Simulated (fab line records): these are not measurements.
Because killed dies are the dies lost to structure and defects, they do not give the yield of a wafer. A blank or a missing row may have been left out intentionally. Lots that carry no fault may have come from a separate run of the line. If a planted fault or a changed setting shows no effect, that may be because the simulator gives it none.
Which of the tools did it? | flow sky130 | 12 lots (36 wafers sampled), 1 step of a 708-step route

## WHAT THE GAUGES READ, wafer by wafer
SKY_FIELD_ISO_THK_MEAS_25.
lot  | measured    | on           | FIELD_ISO_CVD_24_THK (nm)
L075 | day 2 13:25 | filmMetro-03 | 600 596 593
L077 | day 3 01:42 | filmMetro-03 | 594 593 594
L079 | day 3 10:24 | filmMetro-03 | 594 598 605
L081 | day 3 20:04 | filmMetro-04 | 592 590 590
L083 | day 4 07:26 | filmMetro-03 | 595 592 592
L085 | day 4 16:50 | filmMetro-01 | 593 601 600
L087 | day 5 03:20 | filmMetro-03 | 597 591 586
L089 | day 5 11:58 | filmMetro-04 | 595 593 588
L091 | day 6 00:55 | filmMetro-04 | 594 595 592
L093 | day 6 10:59 | filmMetro-03 | 602 597 598
L095 | day 6 23:43 | filmMetro-03 | 600 601 595
L097 | day 7 11:02 | filmMetro-01 | 591 587 581

## WHICH TOOL RAN EACH LOT (tool, then ch and the chambers of the sampled wafers, then the start)
The record shows no process step preceding these readings.

## THE ANSWER, worked out from the rows above alone
Rule: the lots themselves supply what counts as usual. The widest of any qualifying gaps counts: lots, ordered by their means at a reading, are off when they make up no more than a third of the lots, leave a main group of 4 or more, and stand apart from it by 3 or more times the standard deviation of that group's means. If all means in a main group match to the digits the tables above print for the reading, that group is not used. A lot without any number at a reading at which 4 lots or more have one is off too. Where the step has rows for the other lots, those lots are counted as sound.
Nothing can be told from this: no lot is off at any reading shown.

## WHAT THE SIMULATOR HAD PUT IN
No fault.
